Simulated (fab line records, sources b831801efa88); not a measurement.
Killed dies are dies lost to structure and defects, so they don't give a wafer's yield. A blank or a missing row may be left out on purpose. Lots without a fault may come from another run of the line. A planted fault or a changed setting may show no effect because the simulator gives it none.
Which tool did it? | flow sky130 | 11 lots, 33 wafers sampled, at 2 steps of a route of 708

WHAT THE GAUGES READ, wafer by wafer
SKY_POLY_GATE_THK_MEAS_21.
lot  | measured     | on            | POLY_GATE_OXIDATION_THK (nm)
L144 | day 17 09:46 | film_metro-02 | 4.10 4.02 4.17
L146 | day 18 07:28 | film_metro-02 | 3.90 4.01 3.95
L147 | day 18 17:49 | film_metro-04 | 4.07 4.04 4.05
L148 | day 19 00:59 | film_metro-02 | 3.93 3.96 3.92
L152 | day 20 12:35 | film_metro-02 | 4.09 4.08 4.15
L153 | day 21 00:05 | film_metro-01 | 4.91 4.99 4.93
L154 | day 21 10:37 | film_metro-01 | 4.91 4.97 4.97
L155 | day 21 17:48 | film_metro-02 | 4.94 4.97 4.94
L160 | day 23 13:01 | film_metro-01 | 3.99 4.06 4.00
L161 | day 23 15:05 | film_metro-02 | 4.07 4.07 4.10
L164 | day 24 17:35 | film_metro-02 | 3.88 3.93 3.99

WHICH TOOL RAN EACH LOT (tool, then ch and the chambers of the sampled wafers, then the start)
lot  | SKY_POLY_GATE_OXIDATION_20
L144 | furnace-02 ch 0, day 17 08:31
L146 | furnace-02 ch 0, day 18 06:13
L147 | furnace-01 ch 0, day 18 16:34
L148 | furnace-02 ch 0, day 18 23:44
L152 | furnace-01 ch 0, day 20 11:20
L153 | furnace-02 ch 0, day 20 22:50
L154 | furnace-02 ch 0, day 21 09:20
L155 | furnace-02 ch 0, day 21 16:32
L160 | furnace-01 ch 0, day 23 11:45
L161 | furnace-01 ch 0, day 23 13:50
L164 | furnace-01 ch 0, day 24 16:20
- SKY_POLY_GATE_OXIDATION_20: stabilise 600 s, purge 300 s, target thk 4 nm.

THE ANSWER, worked out from the rows above alone
Rule: what is usual is taken from the lots themselves. Put in order of their means at a reading, lots are off if they are a third of the lots or fewer, leave a main group of 4 or more, and stand apart from it by a gap of 3 or more times the standard deviation of the main group's means; of several such gaps the widest counts. A main group whose means are all the same, to the digits that the tables above print for the reading, isn't used. A lot without any number at a reading at which 4 lots or more have one is off too. The other lots that the step has rows for count as sound.
Off: L153, L154, L155, at SKY_POLY_GATE_THK_MEAS_21 (POLY_GATE_OXIDATION_THK). The main group: mean 4.02 nm, standard deviation 0.068.
A tool fits if, at a process step before that reading, it ran every lot that is off, and no sound lot after the first of them. The gauges at SKY_POLY_GATE_THK_MEAS_21 are tried like those tools. One fits: furnace-02 at SKY_POLY_GATE_OXIDATION_20. Its last sound lot is L148 (day 18 23:44), its first lot that is off L153 (day 20 22:50): a fault that began between those two fits.

WHAT THE SIMULATOR HAD PUT IN
Process parameter drift: furnace-02, from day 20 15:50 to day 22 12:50, at SKY_POLY_GATE_OXIDATION_20. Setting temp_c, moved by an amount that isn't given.
Lots struck among those shown: L153, L154, L155. The rule above found the same.
